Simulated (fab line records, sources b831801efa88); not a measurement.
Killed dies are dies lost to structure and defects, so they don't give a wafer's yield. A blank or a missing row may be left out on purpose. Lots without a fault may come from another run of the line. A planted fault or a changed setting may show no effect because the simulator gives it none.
Which tool did it? | flow sky130 | 13 lots, 39 wafers sampled, at 4 steps of a route of 708

WHAT THE GAUGES READ, wafer by wafer
SKY_VIA2_OVL_MEAS_13.
lot  | measured     | on         | VIA2_OVL (nm)
L556 | day 36 01:17 | overlay-01 | 2 -5 -3
L557 | day 36 15:28 | overlay-01 | -4 0 -4
L558 | day 36 19:05 | overlay-01 | -2 -5 -10
L559 | day 37 09:32 | overlay-02 | -6 -10 -9
L560 | day 37 15:11 | overlay-01 | -1 -14 -12
L562 | day 38 03:07 | overlay-01 | -16 -6 -9
L563 | day 38 20:19 | overlay-01 | -4 -6 -10
L565 | day 39 08:23 | overlay-02 | -6 -17 -12
L568 | day 40 04:42 | overlay-01 | -3 -3 -1
L569 | day 40 08:01 | overlay-02 | 2 -1 1
L570 | day 40 19:08 | overlay-02 | 2 1 -6
L571 | day 41 01:50 | overlay-01 | -2 -7 -1
L576 | day 42 17:28 | overlay-02 | -5 -5 0

SKY_CAPM_THK_MEAS_01.
lot  | measured     | on            | CAPM_CVD_00_THK (nm)
L556 | day 36 02:54 | film_metro-04 | 15.05 15.39 15.29
L557 | day 36 17:04 | film_metro-03 | 15.49 15.46 15.90
L558 | day 36 20:41 | film_metro-03 | 15.42 16.22 15.65
L559 | day 37 11:09 | film_metro-03 | 15.19 15.37 15.44
L560 | day 37 16:47 | film_metro-03 | 15.06 15.47 15.61
L562 | day 38 04:41 | film_metro-01 | 15.77 15.36 15.89
L563 | day 38 22:13 | film_metro-03 | 15.43 15.29 15.62
L565 | day 39 09:59 | film_metro-03 | 15.43 15.40 15.37
L568 | day 40 06:17 | film_metro-01 | 15.84 15.50 16.02
L569 | day 40 09:37 | film_metro-03 | 15.45 15.53 15.42
L570 | day 40 20:43 | film_metro-04 | 15.21 15.31 15.54
L571 | day 41 03:29 | film_metro-01 | 15.44 15.32 15.69
L576 | day 42 19:05 | film_metro-03 | 15.28 15.35 15.62

WHICH TOOL RAN EACH LOT (tool, then ch and the chambers of the sampled wafers, then the start)
lot  | SKY_VIA2_SPUTTER_20          | SKY_METAL3_SPUTTER_00
L556 | pvd_sputter-03, day 36 02:02 | pvd_sputter-01, day 36 02:43
L557 | pvd_sputter-03, day 36 16:12 | pvd_sputter-04, day 36 16:52
L558 | pvd_sputter-01, day 36 19:49 | pvd_sputter-04, day 36 20:29
L559 | pvd_sputter-03, day 37 10:18 | pvd_sputter-04, day 37 10:58
L560 | pvd_sputter-01, day 37 15:55 | pvd_sputter-04, day 37 16:35
L562 | pvd_sputter-02, day 38 03:50 | pvd_sputter-04, day 38 04:31
L563 | pvd_sputter-01, day 38 21:05 | pvd_sputter-02, day 38 22:02
L565 | pvd_sputter-03, day 39 09:07 | pvd_sputter-01, day 39 09:47
L568 | pvd_sputter-02, day 40 05:25 | pvd_sputter-04, day 40 06:05
L569 | pvd_sputter-03, day 40 08:46 | pvd_sputter-04, day 40 09:26
L570 | pvd_sputter-02, day 40 19:52 | pvd_sputter-04, day 40 20:32
L571 | pvd_sputter-01, day 41 02:38 | pvd_sputter-04, day 41 03:18
L576 | pvd_sputter-01, day 42 18:14 | pvd_sputter-04, day 42 18:54
- SKY_VIA2_SPUTTER_20: material TiN, target thk 20 nm, time 80 s.
- SKY_METAL3_SPUTTER_00: material Ti, target thk 15 nm, time 10 s.

WHAT THE TOOLS THEMSELVES READ (means of the sampled wafers that have a number; where no wafer has one, the mark that the record gives instead)
SKY_VIA2_SPUTTER_20.
lot  | tool           | chamber_pressure_pa (Pa) | throttle_valve_pct (%)
L556 | pvd_sputter-03 | 4.993                    | 30.4
L557 | pvd_sputter-03 | 4.999                    | 30.1
L558 | pvd_sputter-01 | 4.997                    | 29.3
L559 | pvd_sputter-03 | 5.002                    | 30.7
L560 | pvd_sputter-01 | 5.004                    | 29.2
L562 | pvd_sputter-02 | 4.989                    | 29.7
L563 | pvd_sputter-01 | 4.995                    | 30.2
L565 | pvd_sputter-03 | 5.002                    | 30.7
L568 | pvd_sputter-02 | 4.996                    | 29.4
L569 | pvd_sputter-03 | 5.184                    | 29.7
L570 | pvd_sputter-02 | 5.001                    | 29.7
L571 | pvd_sputter-01 | 4.990                    | 29.4
L576 | pvd_sputter-01 | 5.001                    | 29.0

SKY_METAL3_SPUTTER_00.
lot  | tool           | chamber_pressure_pa (Pa) | throttle_valve_pct (%)
L556 | pvd_sputter-01 | 0.3999                   | 30.0
L557 | pvd_sputter-04 | 0.3989                   | 30.1
L558 | pvd_sputter-04 | 0.4001                   | 30.3
L559 | pvd_sputter-04 | 0.3993                   | 30.9
L560 | pvd_sputter-04 | 0.4008                   | 30.4
L562 | pvd_sputter-04 | 0.3996                   | 30.0
L563 | pvd_sputter-02 | 0.3998                   | 29.7
L565 | pvd_sputter-01 | 0.3996                   | 29.7
L568 | pvd_sputter-04 | 0.4003                   | 30.5
L569 | pvd_sputter-04 | 0.3998                   | 30.3
L570 | pvd_sputter-04 | 0.3999                   | 30.3
L571 | pvd_sputter-04 | 0.4003                   | 30.3
L576 | pvd_sputter-04 | 0.4005                   | 31.0

THE ANSWER, worked out from the rows above alone
Rule: what is usual is taken from the lots themselves. Put in order of their means at a reading, lots are off if they are a third of the lots or fewer, leave a main group of 4 or more, and stand apart from it by a gap of 3 or more times the standard deviation of the main group's means; of several such gaps the widest counts. A main group whose means are all the same, to the digits that the tables above print for the reading, isn't used. A lot without any number at a reading at which 4 lots or more have one is off too. The other lots that the step has rows for count as sound. The gauges are gone through in route order, then the tools' own readings, and for those a lot's mean is taken as printed above. The first step at which some lot is off is used, and at that step the reading that is off furthest; a lot without a number counts as furthest.
Off: L569, at SKY_VIA2_SPUTTER_20 (chamber_pressure_pa). The main group: mean 4.997 Pa, standard deviation 0.0047.
A tool fits if, at that step or a process step before it, it ran every lot that is off, and no sound lot after the first of them. One fits: pvd_sputter-03 at SKY_VIA2_SPUTTER_20. Its last sound lot is L565 (day 39 09:07), its first lot that is off L569 (day 40 08:46): a fault that began between those two fits.
The tool's own readings at SKY_VIA2_SPUTTER_20 bear it out: on the lots that are off they differ by more than 5 times the standard deviation of the sound lots' means. chamber_pressure_pa reads 5.184 Pa there against 4.997 Pa on the sound lots.

WHAT THE SIMULATOR HAD PUT IN
Process parameter drift: pvd_sputter-03, from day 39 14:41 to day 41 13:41, at SKY_VIA2_SPUTTER_20. Setting chamber_pressure_pa, moved by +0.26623, from 5. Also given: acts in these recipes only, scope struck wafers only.
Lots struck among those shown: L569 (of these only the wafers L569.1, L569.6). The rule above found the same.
